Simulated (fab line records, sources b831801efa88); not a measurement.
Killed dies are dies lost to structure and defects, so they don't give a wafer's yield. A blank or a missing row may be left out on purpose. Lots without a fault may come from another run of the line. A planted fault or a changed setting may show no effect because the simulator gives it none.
Chamber matching | flow gf180mcu | GF_M5_ETCH_09 on rie_diel-03: 4 sister chambers
The step etches Si3N4 in CF4/O2, target depth 52 nm, time 11.95 s. 24 wafers are shown with their chamber, then 12 later ones without.

WAFERS WITH THEIR CHAMBER
wafer  | chamber | drypump_motor_current_A (A) | oes_product_au (a.u.) | throttle_valve_pct (%)
L075.1 | 2       | 5.5                         | 1.017                 | 5.994
L075.2 | 3       | 5.9                         | 1.012                 | 5.985
L075.5 | 1       | 5.2                         | 0.998                 | 5.978
L079.1 | 1       | 5.2                         | 1.004                 | 5.960
L079.3 | 2       | 5.5                         | 1.010                 | 5.965
L079.6 | 1       | 5.2                         | 1.009                 | 5.973
L081.2 | 0       | 6.5                         | 1.004                 | 5.963
L081.4 | 1       | 5.2                         | 0.999                 | 5.974
L081.6 | 3       | 5.8                         | 1.008                 | 5.972
L082.1 | 3       | 5.9                         | 1.003                 | 5.986
L082.2 | 0       | 6.5                         | 1.004                 | 5.964
L082.3 | 1       | 5.2                         | 0.991                 | 5.976
L082.4 | 1       | 5.2                         | 0.997                 | 5.956
L082.5 | 3       | 5.9                         | 1.011                 | 5.967
L082.6 | 0       | 6.5                         | 0.997                 | 5.983
L083.2 | 0       | 6.5                         | 1.006                 | 5.967
L083.3 | 1       | 5.2                         | 1.011                 | 5.964
L083.6 | 3       | 5.9                         | 1.020                 | 5.978
L084.4 | 1       | 5.2                         | 1.004                 | 5.966
L084.5 | 3       | 5.8                         | 1.020                 | 5.973
L084.6 | 0       | 6.6                         | 0.993                 | 5.967
L088.4 | 0       | 6.6                         | 0.998                 | 5.973
L088.5 | 2       | 5.5                         | 0.998                 | 5.973
L088.6 | 1       | 5.3                         | 0.999                 | 5.985

SIGNATURES (means of the wafers above)
reading                 | chamber 0 | chamber 1 | chamber 2 | chamber 3 | scatter within a chamber
drypump_motor_current_A | 6.533     | 5.211     | 5.500     | 5.867     | 0.0422
oes_product_au          | 1.00033   | 1.00133   | 1.00833   | 1.01233   | 0.00653
throttle_valve_pct      | 5.96950   | 5.97022   | 5.97733   | 5.97683   | 0.00925
Rule: a wafer's distance from a chamber is the root of the sum, over the readings, of the square of ((its reading less the chamber's mean) divided by the reading's scatter). The wafer belongs to the nearest chamber; if the next one is less than 2 further off, it can't be placed. The scatter: the root of (the sum of the squares of (reading less its chamber's mean) over the shown wafers, divided by (wafers less chambers)).

WAFERS WITHOUT THEIR CHAMBER
wafer  | drypump_motor_current_A (A) | oes_product_au (a.u.) | throttle_valve_pct (%)
L089.3 | 5.5                         | 0.998                 | 5.979
L089.4 | 6.5                         | 1.013                 | 5.965
L089.6 | 5.3                         | 1.002                 | 5.987
L093.1 | 6.6                         | 1.004                 | 5.966
L093.5 | 6.6                         | 0.996                 | 5.965
L093.6 | 5.5                         | 0.994                 | 5.969
L094.1 | 5.3                         | 0.993                 | 5.983
L094.2 | 6.5                         | 1.005                 | 5.966
L094.4 | 5.5                         | 0.992                 | 5.976
L095.1 | 6.5                         | 1.007                 | 5.980
L095.4 | 5.2                         | 0.999                 | 5.981
L095.5 | 5.9                         | 1.019                 | 5.986

WHICH CHAMBER EACH WENT THROUGH
wafer  | from the rows above | in truth
L089.3 | 2                   | 2
L089.4 | 0                   | 0
L089.6 | 1                   | 1
L093.1 | 0                   | 0
L093.5 | 0                   | 0
L093.6 | 2                   | 2
L094.1 | 1                   | 1
L094.2 | 0                   | 0
L094.4 | 2                   | 2
L095.1 | 0                   | 0
L095.4 | 1                   | 1
L095.5 | 3                   | 3
Placed correctly: 12 of 12. Can't be placed from these rows: 0. Placed wrongly: 0.
